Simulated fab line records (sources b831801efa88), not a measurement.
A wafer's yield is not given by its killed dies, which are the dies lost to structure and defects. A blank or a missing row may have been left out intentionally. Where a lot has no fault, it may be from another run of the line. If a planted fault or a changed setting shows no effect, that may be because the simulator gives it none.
One fault through the eyes of 2 desks + flow gf180mcu + only its own numbers are on each desk; what lay behind them is given at the end

DESK OF THE TOOL OWNER: pecvd-02
The tool's own readings at GF_V3_CVD_02 (deposits SiO2 from TEOS, target thk 850 nm, time 94.851 s): means of the sampled wafers that have a number, for each lot that ran on this tool. The brackets show how far a lot's mean lies from the usual mean; more than 4 standard deviations puts the lot out of limits, marked OUT.
Columns: A = heater power w at GF_V3_CVD_02, usual 668 W; B = rf fwd power W at GF_V3_CVD_02, usual 596.3 W
| lot  | first seen here | A   | B     |
|------|-----------------|-----|-------|
| L572 | day 21 13:55    | 642 | 596.2 |
| L573 | day 22 05:19    | 631 | 595.9 |
| L575 | day 22 16:43    | 658 | 598.0 |
| L577 | day 23 13:47    | 645 | 597.0 |
| L581 | day 25 19:38    | 624 | 597.7 |
| L586 | day 27 04:22    | 640 | 595.1 |
This desk's finding: nothing out of limits on any of the 6 lots.

AT THE METROLOGY DESK
What the gauges read, lot by lot, whatever tool the lot ran on: means of the sampled wafers that have a number. The brackets show how far a lot's mean lies from the usual mean; more than 4 standard deviations puts the lot out of limits, marked OUT.
Columns: A = cd nm at GF_M3_CD_MEAS_14, usual 280.2 nm; B = V3_CVD_02_THK at GF_V3_THK_MEAS_03, usual 852 nm; C = V3_BOW at GF_V3_BOW_MEAS_05, usual 117 um
| lot  | first seen here | A     | B   | C   |
|------|-----------------|-------|-----|-----|
| L571 | day 21 02:41    | 281.9 | 852 | 128 |
| L572 | day 21 12:58    | 280.7 | 850 | 119 |
| L573 | day 22 04:23    | 280.7 | 852 | 114 |
| L574 | day 22 07:27    | 280.2 | 863 | 104 |
| L575 | day 22 15:44    | 279.5 | 840 | 115 |
| L576 | day 23 07:23    | 277.8 | 854 | 120 |
| L577 | day 23 12:47    | 281.5 | 864 | 125 |
| L581 | day 25 18:43    | 279.7 | 852 | 117 |
| L586 | day 27 03:04    | 281.8 | 883 | 112 |
| L590 | day 28 07:26    | 279.7 | 850 | 113 |
| L592 | day 28 13:17    | 279.2 | 861 | 122 |
| L593 | day 29 03:55    | 280.4 | 847 | 119 |
This desk's finding: nothing out of limits on any of the 12 lots.

BROUGHT TOGETHER
The desk of the tool owner found nothing out of limits.
Nothing out of limits was seen by the metrology desk.

WHAT HAD BEEN PUT IN BY THE SIMULATOR
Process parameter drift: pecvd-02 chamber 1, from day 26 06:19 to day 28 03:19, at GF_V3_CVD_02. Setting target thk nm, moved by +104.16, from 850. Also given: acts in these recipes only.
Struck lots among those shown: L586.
